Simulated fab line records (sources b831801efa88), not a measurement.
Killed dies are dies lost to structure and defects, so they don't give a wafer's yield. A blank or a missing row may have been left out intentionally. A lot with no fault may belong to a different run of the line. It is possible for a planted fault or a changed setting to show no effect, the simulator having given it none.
Which tool did it? ; flow sfq_line ; 15 lots, 43 wafers sampled, at 2 steps of a route of 325

== WHAT THE GAUGES SHOWED, per wafer ==
Not one reading of a measure or inspect step in the record can be checked against a usual standard deviation.

== TOOL THAT RAN EACH LOT (tool first, then ch and the chambers of the sampled wafers, then the start) ==
lot;SFQ_TRILAYER_L0_CAP_PECVD_011;SFQ_TRILAYER_L0_VIA_ETCH_VIA_ETCH_016
L582;pecvd-03 ch 1,2, day 4 14:04;rie_diel-04 ch 1,2,3, day 7 16:32
L583;pecvd-02 ch 0,1,2, day 4 15:16;rie_diel-02 ch 1,3, day 7 18:13
L585;pecvd-01 ch 0,1,2, day 5 00:52;rie_diel-02 ch 1,3, day 8 08:37
L588;pecvd-02 ch 0,2, day 5 22:09;rie_diel-02 ch 0,2, day 9 10:59
L590;pecvd-02 ch 0,2, day 6 07:46;rie_diel-03 ch 1,2,3, day 9 19:23
L592;pecvd-02 ch 0,1, day 6 17:21;rie_diel-02 ch 0,2, day 10 06:17
L595;pecvd-03 ch 1,2, day 7 07:46;rie_diel-02 ch 0,2,3, day 10 21:53
L596;pecvd-03 ch 1,2, day 7 13:45;rie_diel-03 ch 1,2, day 11 06:17
L597;pecvd-01 ch 0,1,2, day 7 21:25;rie_diel-03 ch 0,3, day 11 17:05
L598;pecvd-01 ch 0,1,2, day 8 06:32;rie_diel-03 ch 1,2, day 12 01:29
L599;pecvd-03 ch 0,1,2, day 8 11:50;rie_diel-03 ch 1,3, day 12 10:01
L600;pecvd-01 ch 0,1, day 8 17:23;rie_diel-02 ch 0,1, day 12 14:29
L603;pecvd-01 ch 0,2, day 9 10:46;rie_diel-03 ch 0,1,3, day 13 11:58
L604;pecvd-02 ch 1,2, day 9 15:34;rie_diel-02 ch 1,2,3, day 13 19:10
L605;pecvd-02 ch 0,1,2, day 9 18:59;rie_diel-02 ch 0,1,3, day 14 02:22
- SFQ_TRILAYER_L0_CAP_PECVD_011: deposits SiO2 from SiH4/N2O, time 13.333 s, target thk 60 nm.
- SFQ_TRILAYER_L0_VIA_ETCH_VIA_ETCH_016: etches SiO2 in CHF3, stops on MoNx KI, target depth 80 nm.

== WHAT THE TOOLS THEMSELVES READ (means of the sampled wafers that have a number; where no wafer has one, the mark that the record gives instead) ==
SFQ_TRILAYER_L0_CAP_PECVD_011. Usual: chamber_pressure_Torr 2.399 Torr, standard deviation 0.0052; heater_power_w 86 W, standard deviation 18; throttle_valve_pct 25.0 %, standard deviation 0.69.
lot;tool;chamber_pressure_Torr (Torr);heater_power_w (W);throttle_valve_pct (%);flag
L582;pecvd-03;2.402;102;25.5;
L583;pecvd-02;2.400;75;24.5;
L585;pecvd-01;2.402;83;24.8;
L588;pecvd-02;2.407;68;25.1;
L590;pecvd-02;2.403;65;25.2;
L592;pecvd-02;2.403;70;24.2;
L595;pecvd-03;2.399;80;25.2;
L596;pecvd-03;2.411;91;25.3;
L597;pecvd-01;2.398;81;24.9;
L598;pecvd-01;2.396;88;24.9;
L599;pecvd-03;2.400;98;25.6;
L600;pecvd-01;2.394;106;24.8;
L603;pecvd-01;2.396;86;24.9;
L604;pecvd-02;2.399;82;24.6;
L605;pecvd-02;2.400;76;24.8;

SFQ_TRILAYER_L0_VIA_ETCH_VIA_ETCH_016. Usual: drypump_motor_current_A 5.4 A, standard deviation 0.52; oes_product_au 0.842 a.u., standard deviation 0.0073.
lot;tool;drypump_motor_current_A (A);oes_product_au (a.u.);flag
L582;rie_diel-04;5.5;0.845;
L583;rie_diel-02;5.3;0.840;
L585;rie_diel-02;5.3;0.843;
L588;rie_diel-02;5.2;0.816;OFF
L590;rie_diel-03;5.1;0.820;OFF
L592;rie_diel-02;5.2;0.805;OFF
L595;rie_diel-02;5.4;0.842;
L596;rie_diel-03;5.5;0.845;
L597;rie_diel-03;5.3;0.837;
L598;rie_diel-03;5.3;0.846;
L599;rie_diel-03;4.8;0.849;
L600;rie_diel-02;5.2;0.837;
L603;rie_diel-03;5.4;0.845;
L604;rie_diel-02;5.3;0.844;
L605;rie_diel-02;5.5;0.840;

== THE ANSWER, worked out from the rows above alone ==
Rule: a lot is off if the mean of its wafers that have a number lies more than 3 standard deviations from the usual mean. Also off: a lot with no number at a reading for which 4 or more lots have one. All remaining lots with rows at the step are treated as sound. First the gauges in route order, then the tools' own readings, where a lot's mean is used as printed above. At the first step where some lot is off, the reading lying furthest off is the one used; lots without a number count as furthest.
Off: L588, L590, L592, at SFQ_TRILAYER_L0_VIA_ETCH_VIA_ETCH_016 (oes_product_au).
A tool fits if, at that step or a process step before it, it ran every lot that is off, and no sound lot after the first of them. None of those tried fits.

== WHAT WAS PUT IN BY THE SIMULATOR ==
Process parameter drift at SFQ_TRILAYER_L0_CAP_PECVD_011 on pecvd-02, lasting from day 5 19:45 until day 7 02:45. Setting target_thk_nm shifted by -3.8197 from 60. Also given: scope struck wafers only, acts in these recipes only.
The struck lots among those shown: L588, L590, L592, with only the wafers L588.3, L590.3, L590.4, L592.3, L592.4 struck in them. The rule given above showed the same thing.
